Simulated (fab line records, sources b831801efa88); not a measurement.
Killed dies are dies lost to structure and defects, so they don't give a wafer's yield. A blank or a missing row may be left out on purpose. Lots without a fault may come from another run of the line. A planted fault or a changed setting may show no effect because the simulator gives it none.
Which tool did it? | flow gf180mcu | 6 lots, 18 wafers sampled, at 1 step of a route of 602

WHAT THE GAUGES READ, wafer by wafer
GF_V1_THK_MEAS_01.
lot  | measured     | on            | V1_CVD_00_THK (nm)
L956 | day 18 08:22 | film_metro-04 | 589 593 595
L959 | day 19 06:04 | film_metro-03 | 601 596 602
L962 | day 20 14:06 | film_metro-02 | 605 601 595
L964 | day 21 11:32 | film_metro-04 | 593 594 595
L966 | day 22 05:34 | film_metro-04 | 592 592 593
L971 | day 23 20:46 | film_metro-04 | 590 584 583

WHICH TOOL RAN EACH LOT (tool, then ch and the chambers of the sampled wafers, then the start)
The record holds no process step before these readings.

THE ANSWER, worked out from the rows above alone
Rule: what is usual is taken from the lots themselves. Put in order of their means at a reading, lots are off if they are a third of the lots or fewer, leave a main group of 4 or more, and stand apart from it by a gap of 3 or more times the standard deviation of the main group's means; of several such gaps the widest counts. A main group whose means are all the same, to the digits that the tables above print for the reading, isn't used. A lot without any number at a reading at which 4 lots or more have one is off too. The other lots that the step has rows for count as sound.
No lot is off at any reading shown: from this, nothing can be told.

WHAT THE SIMULATOR HAD PUT IN
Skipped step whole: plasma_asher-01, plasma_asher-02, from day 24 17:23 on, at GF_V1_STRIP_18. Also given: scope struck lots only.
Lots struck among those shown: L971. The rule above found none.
